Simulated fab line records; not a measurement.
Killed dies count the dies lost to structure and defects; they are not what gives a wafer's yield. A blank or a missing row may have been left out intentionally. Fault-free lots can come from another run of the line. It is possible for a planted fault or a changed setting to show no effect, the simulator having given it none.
2 desks, one fault || flow sky130 || what lay behind the numbers comes last; until then each desk has only its own

METROLOGY DESK
What the gauges read for every lot (on any tool): the sampled wafers with a number, averaged. If a lot's mean is further than 4 standard deviations from the usual mean, the lot is out of limits and carries the mark OUT (the distance appears in the brackets).
Columns: A = POLY_GATE_CVD_03_THK at SKY_POLY_GATE_THK_MEAS_04, usual 74.8 nm; B = LDD_P_TW at SKY_LDD_P_TW_MEAS_11, usual 639; C = LDD_LDN_OVL at SKY_LDD_LDN_OVL_MEAS_07, usual 0.1 nm
{"lot": "L310", "first seen here": "day 16 05:34", "A": 75.2, "B": 640, "C": -0.3}
{"lot": "L311", "first seen here": "day 16 14:17", "A": 73.7, "B": 642, "C": 0.9}
{"lot": "L314", "first seen here": "day 17 03:49", "A": 74.6, "B": 636, "C": 1.0}
{"lot": "L315", "first seen here": "day 17 11:44", "A": 74.7, "B": 642, "C": -0.9}
{"lot": "L317", "first seen here": "day 18 09:30", "A": 74.2, "B": 644, "C": 1.1}
{"lot": "L319", "first seen here": "day 18 20:18", "A": 74.1, "B": 645, "C": 0.2}
{"lot": "L324", "first seen here": "day 20 23:34", "A": 74.5, "B": 654, "C": 1.2}
{"lot": "L325", "first seen here": "day 21 08:31", "A": 73.6, "B": 650, "C": -0.8}
{"lot": "L329", "first seen here": "day 22 22:11", "A": 74.9, "B": 643, "C": -0.2}
{"lot": "L331", "first seen here": "day 23 03:36", "A": 74.7, "B": 636, "C": 0.1}
{"lot": "L332", "first seen here": "day 23 13:34", "A": 76.0, "B": 634, "C": 0.4}
{"lot": "L333", "first seen here": "day 23 15:10", "A": 75.5, "B": 638, "C": 1.8}
Result from this desk: across the 12 lots, nothing is out of limits.

FOR THE TOOL OWNER'S DESK: implanter-01
The tool's own readings at SKY_LDD_P_IMPLANT_09, given as means over the sampled wafers that have a number, one for each lot that went through this tool. If a lot's mean is further than 4 standard deviations from the usual mean, the lot is out of limits and carries the mark OUT (the distance appears in the brackets).
Columns: A = dose-ions-cm2 at SKY_LDD_P_IMPLANT_09, usual 9.997e+12; B = faraday-current-uA at SKY_LDD_P_IMPLANT_09, usual 56.5
{"lot": "L314", "first seen here": "day 21 03:11", "A": 9.996e+12, "B": 58.0}
{"lot": "L319", "first seen here": "day 22 20:56", "A": 1.000e+13, "B": 57.2}
{"lot": "L324", "first seen here": "day 24 19:32", "A": "1.104e+13 (+86) OUT", "B": "62.5 (+5.0) OUT"}
{"lot": "L325", "first seen here": "day 25 05:22", "A": "1.103e+13 (+86) OUT", "B": "61.6 (+4.3) OUT"}
This desk finds L324, L325 out of limits, L324 being first, at day 24 19:32 (dose-ions-cm2 at SKY_LDD_P_IMPLANT_09). L314, L319 stayed within limits.

PUT TOGETHER
An alarm could have come from the tool owner's desk at day 24 19:32, on L324, L325.
The metrology desk saw nothing out of limits.
The metrology desk has L324, L325 on record, within its limits.
Of the lots named, all ran SKY_LDD_P_IMPLANT_09 on implanter-01.

WHAT THE SIMULATOR PUT IN
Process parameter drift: implanter-01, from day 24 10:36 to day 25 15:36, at SKY_LDD_P_IMPLANT_09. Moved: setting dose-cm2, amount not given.
Struck lots among those shown: L324, L325.
How many hours passed from the start of the fault until each desk's first out-of-limits reading: the tool owner's desk, 9.
